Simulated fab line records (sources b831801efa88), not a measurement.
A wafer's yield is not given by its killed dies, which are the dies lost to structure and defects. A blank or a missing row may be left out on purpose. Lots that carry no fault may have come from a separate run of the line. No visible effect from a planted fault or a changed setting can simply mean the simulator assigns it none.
What tool caused it? || flow sky130 || 39 wafers from 13 lots sampled at 4 of the route's 708 steps

## WHAT THE GAUGES READ, wafer by wafer
SKY_CAP2M_THK_MEAS_04: measures by xrf.
{"lot": "L494", "measured": "day 39 18:00", "on": "filmMetro-03", "CAP2M_TIN_THK (nm)": "200 202 201"}
{"lot": "L495", "measured": "day 40 00:08", "on": "filmMetro-04", "CAP2M_TIN_THK (nm)": "202 202 201"}
{"lot": "L497", "measured": "day 40 20:05", "on": "filmMetro-02", "CAP2M_TIN_THK (nm)": "205 200 203"}
{"lot": "L498", "measured": "day 41 07:29", "on": "filmMetro-04", "CAP2M_TIN_THK (nm)": "206 203 209"}
{"lot": "L499", "measured": "day 41 11:19", "on": "filmMetro-04", "CAP2M_TIN_THK (nm)": "208 209 207"}
{"lot": "L501", "measured": "day 42 03:08", "on": "filmMetro-04", "CAP2M_TIN_THK (nm)": "205 206 205"}
{"lot": "L502", "measured": "day 42 13:13", "on": "filmMetro-03", "CAP2M_TIN_THK (nm)": "204 202 205"}
{"lot": "L503", "measured": "day 42 22:53", "on": "filmMetro-04", "CAP2M_TIN_THK (nm)": "208 205 205"}
{"lot": "L510", "measured": "day 44 20:20", "on": "filmMetro-03", "CAP2M_TIN_THK (nm)": "196 197 202"}
{"lot": "L511", "measured": "day 45 01:12", "on": "filmMetro-04", "CAP2M_TIN_THK (nm)": "202 206 206"}
{"lot": "L512", "measured": "day 45 09:20", "on": "filmMetro-04", "CAP2M_TIN_THK (nm)": "203 207 207"}
{"lot": "L513", "measured": "day 45 11:52", "on": "filmMetro-04", "CAP2M_TIN_THK (nm)": "201 206 200"}
{"lot": "L517", "measured": "day 46 15:00", "on": "filmMetro-04", "CAP2M_TIN_THK (nm)": "202 209 203"}

SKY_METAL4_OVL_MEAS_14.
{"lot": "L494", "measured": "day 41 18:30", "on": "overlay-01", "METAL4_OVL (nm)": "-1 -5 -6"}
{"lot": "L495", "measured": "day 42 00:19", "on": "overlay-02", "METAL4_OVL (nm)": "-7 -6 -8"}
{"lot": "L497", "measured": "day 42 19:25", "on": "overlay-01", "METAL4_OVL (nm)": "-6 0 -7"}
{"lot": "L498", "measured": "day 43 06:49", "on": "overlay-01", "METAL4_OVL (nm)": "0 -8 -8"}
{"lot": "L499", "measured": "day 43 10:58", "on": "overlay-01", "METAL4_OVL (nm)": "-3 3 -1"}
{"lot": "L501", "measured": "day 44 01:43", "on": "overlay-02", "METAL4_OVL (nm)": "-12 -10 -10"}
{"lot": "L502", "measured": "day 44 11:10", "on": "overlay-01", "METAL4_OVL (nm)": "1 3 0"}
{"lot": "L503", "measured": "day 44 20:04", "on": "overlay-01", "METAL4_OVL (nm)": "-6 -9 -4"}
{"lot": "L510", "measured": "day 46 16:28", "on": "overlay-02", "METAL4_OVL (nm)": "2 3 6"}
{"lot": "L511", "measured": "day 46 19:46", "on": "overlay-01", "METAL4_OVL (nm)": "-2 -4 -8"}
{"lot": "L512", "measured": "day 47 04:37", "on": "overlay-01", "METAL4_OVL (nm)": "-13 -16 -10"}
{"lot": "L513", "measured": "day 47 05:58", "on": "overlay-01", "METAL4_OVL (nm)": "-7 -6 -11"}
{"lot": "L517", "measured": "day 48 07:29", "on": "overlay-02", "METAL4_OVL (nm)": "-13 -7 -11"}

## WHICH TOOL RAN EACH LOT (tool, then ch and the chambers of the sampled wafers, then the start)
{"lot": "L494", "SKY_LI_CONTACT_SPUTTER_20": "pvdSputter-01, day 29 10:29", "SKY_CAP2M_METAL_ETCH_13": "rieMetal-01 ch 0,1, day 40 17:50"}
{"lot": "L495", "SKY_LI_CONTACT_SPUTTER_20": "pvdSputter-03, day 29 20:25", "SKY_CAP2M_METAL_ETCH_13": "rieMetal-01 ch 0,1, day 40 23:59"}
{"lot": "L497", "SKY_LI_CONTACT_SPUTTER_20": "pvdSputter-02, day 30 18:06", "SKY_CAP2M_METAL_ETCH_13": "rieMetal-03 ch 0,1, day 41 19:13"}
{"lot": "L498", "SKY_LI_CONTACT_SPUTTER_20": "pvdSputter-02, day 31 07:52", "SKY_CAP2M_METAL_ETCH_13": "rieMetal-03 ch 0,1, day 42 06:56"}
{"lot": "L499", "SKY_LI_CONTACT_SPUTTER_20": "pvdSputter-02, day 31 08:59", "SKY_CAP2M_METAL_ETCH_13": "rieMetal-03 ch 0,1, day 42 10:47"}
{"lot": "L501", "SKY_LI_CONTACT_SPUTTER_20": "pvdSputter-01, day 32 05:08", "SKY_CAP2M_METAL_ETCH_13": "rieMetal-04 ch 0,1, day 43 01:47"}
{"lot": "L502", "SKY_LI_CONTACT_SPUTTER_20": "pvdSputter-01, day 32 17:33", "SKY_CAP2M_METAL_ETCH_13": "rieMetal-04 ch 0,1, day 43 12:14"}
{"lot": "L503", "SKY_LI_CONTACT_SPUTTER_20": "pvdSputter-03, day 32 23:41", "SKY_CAP2M_METAL_ETCH_13": "rieMetal-03 ch 0,1, day 43 21:45"}
{"lot": "L510", "SKY_LI_CONTACT_SPUTTER_20": "pvdSputter-01, day 35 02:06", "SKY_CAP2M_METAL_ETCH_13": "rieMetal-03 ch 0, day 45 18:43"}
{"lot": "L511", "SKY_LI_CONTACT_SPUTTER_20": "pvdSputter-01, day 35 07:14", "SKY_CAP2M_METAL_ETCH_13": "rieMetal-01 ch 0,1, day 45 23:10"}
{"lot": "L512", "SKY_LI_CONTACT_SPUTTER_20": "pvdSputter-02, day 35 14:35", "SKY_CAP2M_METAL_ETCH_13": "rieMetal-01 ch 0,1, day 46 07:16"}
{"lot": "L513", "SKY_LI_CONTACT_SPUTTER_20": "pvdSputter-01, day 35 17:44", "SKY_CAP2M_METAL_ETCH_13": "rieMetal-04 ch 0,1, day 46 09:21"}
{"lot": "L517", "SKY_LI_CONTACT_SPUTTER_20": "pvdSputter-02, day 37 04:54", "SKY_CAP2M_METAL_ETCH_13": "rieMetal-04 ch 0,1, day 47 11:31"}
- SKY_LI_CONTACT_SPUTTER_20: material TiN, target thk 20 nm, time 80 s.
- SKY_CAP2M_METAL_ETCH_13: etches TiN in Cl2/BCl3, stops on SiO2, target depth 220 nm, time 62.9 s.

## AS READ BY THE TOOLS THEMSELVES (means over the sampled wafers that have a number; for cases with no such wafer, the mark the record gives instead)
SKY_LI_CONTACT_SPUTTER_20.
{"lot": "L494", "tool": "pvdSputter-01", "throttleValvePct (%)": 30.4}
{"lot": "L495", "tool": "pvdSputter-03", "throttleValvePct (%)": 29.1}
{"lot": "L497", "tool": "pvdSputter-02", "throttleValvePct (%)": 30.5}
{"lot": "L498", "tool": "pvdSputter-02", "throttleValvePct (%)": 30.5}
{"lot": "L499", "tool": "pvdSputter-02", "throttleValvePct (%)": 31.1}
{"lot": "L501", "tool": "pvdSputter-01", "throttleValvePct (%)": 30.4}
{"lot": "L502", "tool": "pvdSputter-01", "throttleValvePct (%)": 29.9}
{"lot": "L503", "tool": "pvdSputter-03", "throttleValvePct (%)": 29.8}
{"lot": "L510", "tool": "pvdSputter-01", "throttleValvePct (%)": 29.0}
{"lot": "L511", "tool": "pvdSputter-01", "throttleValvePct (%)": 30.5}
{"lot": "L512", "tool": "pvdSputter-02", "throttleValvePct (%)": 31.1}
{"lot": "L513", "tool": "pvdSputter-01", "throttleValvePct (%)": 31.5}
{"lot": "L517", "tool": "pvdSputter-02", "throttleValvePct (%)": 30.4}

SKY_CAP2M_METAL_ETCH_13.
{"lot": "L494", "tool": "rieMetal-01", "bcl3FlowSccm (sccm)": 29.94, "drypumpMotorCurrentA (A)": 5.93, "oesProductAu (a.u.)": 0.935, "throttleValvePct (%)": 21.906}
{"lot": "L495", "tool": "rieMetal-01", "bcl3FlowSccm (sccm)": 29.84, "drypumpMotorCurrentA (A)": 5.95, "oesProductAu (a.u.)": 0.937, "throttleValvePct (%)": 21.902}
{"lot": "L497", "tool": "rieMetal-03", "bcl3FlowSccm (sccm)": 30.05, "drypumpMotorCurrentA (A)": 5.72, "oesProductAu (a.u.)": 0.944, "throttleValvePct (%)": 21.896}
{"lot": "L498", "tool": "rieMetal-03", "bcl3FlowSccm (sccm)": 29.96, "drypumpMotorCurrentA (A)": 5.87, "oesProductAu (a.u.)": 0.947, "throttleValvePct (%)": 21.904}
{"lot": "L499", "tool": "rieMetal-03", "bcl3FlowSccm (sccm)": 29.94, "drypumpMotorCurrentA (A)": 5.85, "oesProductAu (a.u.)": 0.949, "throttleValvePct (%)": 21.890}
{"lot": "L501", "tool": "rieMetal-04", "bcl3FlowSccm (sccm)": 29.98, "drypumpMotorCurrentA (A)": 6.03, "oesProductAu (a.u.)": 0.940, "throttleValvePct (%)": 21.903}
{"lot": "L502", "tool": "rieMetal-04", "bcl3FlowSccm (sccm)": 29.94, "drypumpMotorCurrentA (A)": 5.68, "oesProductAu (a.u.)": 0.946, "throttleValvePct (%)": 21.893}
{"lot": "L503", "tool": "rieMetal-03", "bcl3FlowSccm (sccm)": 30.03, "drypumpMotorCurrentA (A)": 5.85, "oesProductAu (a.u.)": 0.945, "throttleValvePct (%)": 21.898}
{"lot": "L510", "tool": "rieMetal-03", "bcl3FlowSccm (sccm)": 29.98, "drypumpMotorCurrentA (A)": 5.62, "oesProductAu (a.u.)": 0.926, "throttleValvePct (%)": 21.920}
{"lot": "L511", "tool": "rieMetal-01", "bcl3FlowSccm (sccm)": 30.01, "drypumpMotorCurrentA (A)": 5.95, "oesProductAu (a.u.)": 0.943, "throttleValvePct (%)": 21.898}
{"lot": "L512", "tool": "rieMetal-01", "bcl3FlowSccm (sccm)": 30.03, "drypumpMotorCurrentA (A)": 5.95, "oesProductAu (a.u.)": 0.943, "throttleValvePct (%)": 21.882}
{"lot": "L513", "tool": "rieMetal-04", "bcl3FlowSccm (sccm)": 30.03, "drypumpMotorCurrentA (A)": 6.00, "oesProductAu (a.u.)": 0.935, "throttleValvePct (%)": 21.908}
{"lot": "L517", "tool": "rieMetal-04", "bcl3FlowSccm (sccm)": 30.03, "drypumpMotorCurrentA (A)": 6.03, "oesProductAu (a.u.)": 0.944, "throttleValvePct (%)": 21.901}

## THE ANSWER, worked out from the rows above alone
Rule: usual is defined by the lots themselves. Put in order of their means at a reading, lots are off if they are a third of the lots or fewer, leave a main group of 4 or more, and stand apart from it by a gap of 3 or more times the standard deviation of the main group's means; of several such gaps the widest counts. Not used: any main group whose means are identical at the precision the tables above print for the reading. A lot without any number at a reading at which 4 lots or more have one is off too. Where the step has rows for the other lots, those lots are counted as sound. After the gauges, taken in route order, come the tools' own readings; for these a lot's mean is taken, as printed above. The first step at which some lot is off is used, and at that step the reading that is off furthest; a lot without a number counts as furthest.
No lot is off at any reading shown: from this, nothing can be told.

## WHAT THE SIMULATOR HAD PUT IN
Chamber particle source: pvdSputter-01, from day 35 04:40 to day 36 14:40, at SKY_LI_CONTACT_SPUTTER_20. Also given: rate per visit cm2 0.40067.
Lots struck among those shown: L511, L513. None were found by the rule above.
